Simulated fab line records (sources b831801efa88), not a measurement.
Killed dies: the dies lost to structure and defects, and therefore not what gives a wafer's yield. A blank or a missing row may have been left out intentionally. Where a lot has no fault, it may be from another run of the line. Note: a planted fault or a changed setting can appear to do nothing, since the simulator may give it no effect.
Comparing a struck lot with a sound one | flow sky130 | 16 steps out of a route of 708
Sound: the wafers L501.2, L501.3, L501.5. Struck: wafer L510.1. (L510.5, L510.6 of the same lot were not struck and are left out.) The cause comes at the end.
Per side, at each step with rows, come the tool, then ch with its chambers, and then its first start. Under that, the readings that differ: sound wafers | struck wafers | difference of the means | sigmas: that difference in standard deviations of wafers without a fault.
alike: readings with means less than 2 such deviations apart, plus words and numbers identical on both sides. not compared: withheld readings, readings lacking a value on some wafer, bounds such as >300 that could conceal the same value, and numbers that have no deviation in the record and whose values overlap.
Wherever a step has rows on one side only, a row that says differs or no value, or a row with sigmas, the two part there. Numbers that don't overlap but have no deviation are shown without sigmas and don't part them. Lack of a reading on every wafer of one side parts them only where that side has two or more wafers.

first, 3 steps without rows for these wafers: SKY_METAL1_EXPOSE_12 (exposes mask MM1, target cd 140 nm); SKY_METAL1_PEB_13; SKY_METAL1_DEVELOP_14 (develop time 60 s).
SKY_METAL1_CD_MEAS_15: target cd 140 nm.
  struck on cdSem-01, day 36 17:10; sound on cdSem-02, day 35 00:27
  alike: cdNm
SKY_METAL1_OVL_MEAS_16:
  struck on overlay-01, day 36 17:17; sound on overlay-01, day 35 00:34
reading         | sound  | struck | difference | sigmas
METAL1_OVL (nm) | 4 -1 0 | 13     | +12        | +2
SKY_METAL1_DESCUM_17: chemistry O2, time 8 s.
  sound on rieMetal-03 ch 0, day 35 00:36; struck on rieMetal-03 ch 0, day 36 17:19
reading             | sound | struck | difference                   | sigmas
rfHoursCounterH (h) | - - - | 18     | no value on the sound wafers | 
  alike: drypumpMotorCurrentA, oesProductAu
SKY_METAL1_ETCH_18: etches BARC in N2/H2, stops on SiO2, time 45.9 s, target depth 60 nm.
  sound on rieMetal-03 ch 0, day 35 00:40; struck on rieMetal-03 ch 0, day 36 17:21
reading             | sound | struck | difference                   | sigmas
rfHoursCounterH (h) | - - - | 18     | no value on the sound wafers | 
  alike: drypumpMotorCurrentA, oesProductAu, throttleValvePct
SKY_METAL1_METAL_ETCH_19: etches the open film in Cl2/BCl3, stops on SiO2, target depth 360 nm, time 78 s.
  sound on rieMetal-03 ch 0, day 35 00:49; struck on rieMetal-03 ch 0, day 36 17:25
reading             | sound | struck | difference                   | sigmas
rfHoursCounterH (h) | - - - | 18     | no value on the sound wafers | 
  alike: bcl3FlowSccm, drypumpMotorCurrentA, oesProductAu, throttleValvePct
SKY_METAL1_STRIP_20: strips in O2/N2.
  sound on plasmaAsher-03 ch 0,1, day 35 00:58; struck on plasmaAsher-04 ch 0, day 36 17:30
  alike: drypumpMotorCurrentA, oesProductAu, stripTimeToEndpointS
  not compared: rfHoursCounterH
then, 3 steps without rows for these wafers: SKY_METAL1_STRIP_21 (strips in post etch residue remover, time 1200 s); SKY_METAL1_CLEAN_22 (cleans in IPA, time 180 s); SKY_METAL1_CLEAN_23 (cleans in O3/DIW).
SKY_VIA1_HDPCVD_00: deposits SiO2, target thk 1030 nm, time 171.7 s.
  sound on hdpcvd-02 ch 0,2, day 35 01:33; struck on hdpcvd-02 ch 2, day 36 18:11
reading                                 | sound             | struck | difference | sigmas
sih4FlowSccm (sccm)                     | 59.80 60.03 59.72 | 51.38  | -8.47      | -45
model.SiO2_of_VIA1_HDPCVD_00.thkNm (nm) | 1024 1030 1034    | 876.4  | -152.9     | 
  alike: pressureMtorr
SKY_VIA1_THK_MEAS_01:
  struck on filmMetro-02, day 36 18:17; sound on filmMetro-03, day 35 01:40
reading              | sound          | struck | difference | sigmas
VIA1_HDPCVD_THK (nm) | 1024 1029 1034 | 877    | -152       | -13
SKY_VIA1_CMP_02: polishes SiO2.
  sound on cmp-01 ch 0,1, day 35 01:43; struck on cmp-02 ch 3, day 36 18:21
reading           | sound          | struck | difference | sigmas
motorCurrentA (A) | 10.6 11.2 11.5 | 13.7   | +2.6       | +2
  alike: headPressurePsi
-- the record jumps here: 12 days lie between the struck wafers' starts before and after (it left off in module VIA1 and takes up again in module PAD_OPEN, whose first step shown is number 708 of the route) --
SKY_PAD_OPEN_PROBE_99:
  struck on prober-01, day 48 19:21; sound on prober-02, day 47 08:59
reading            | sound    | struck | difference | sigmas
killed_at_M0_to_M3 | 45 39 45 | 29     | -14        | -2
  alike: defectLimitedYield, killed_at_M4_up, killedAtContacts, killedAtFrontEnd, killedAtOther, killedDies, killedOnRim, killedOpen, killedShort, sort_bin_3_pad_short, sort_bin_5_function, sort_bin_6_memory, sortNPass, sortYieldPct

## WHERE THEY PART
Last at SKY_PAD_OPEN_PROBE_99 as far as this record goes, first at SKY_METAL1_OVL_MEAS_16.

WHY: the cause the simulator had injected
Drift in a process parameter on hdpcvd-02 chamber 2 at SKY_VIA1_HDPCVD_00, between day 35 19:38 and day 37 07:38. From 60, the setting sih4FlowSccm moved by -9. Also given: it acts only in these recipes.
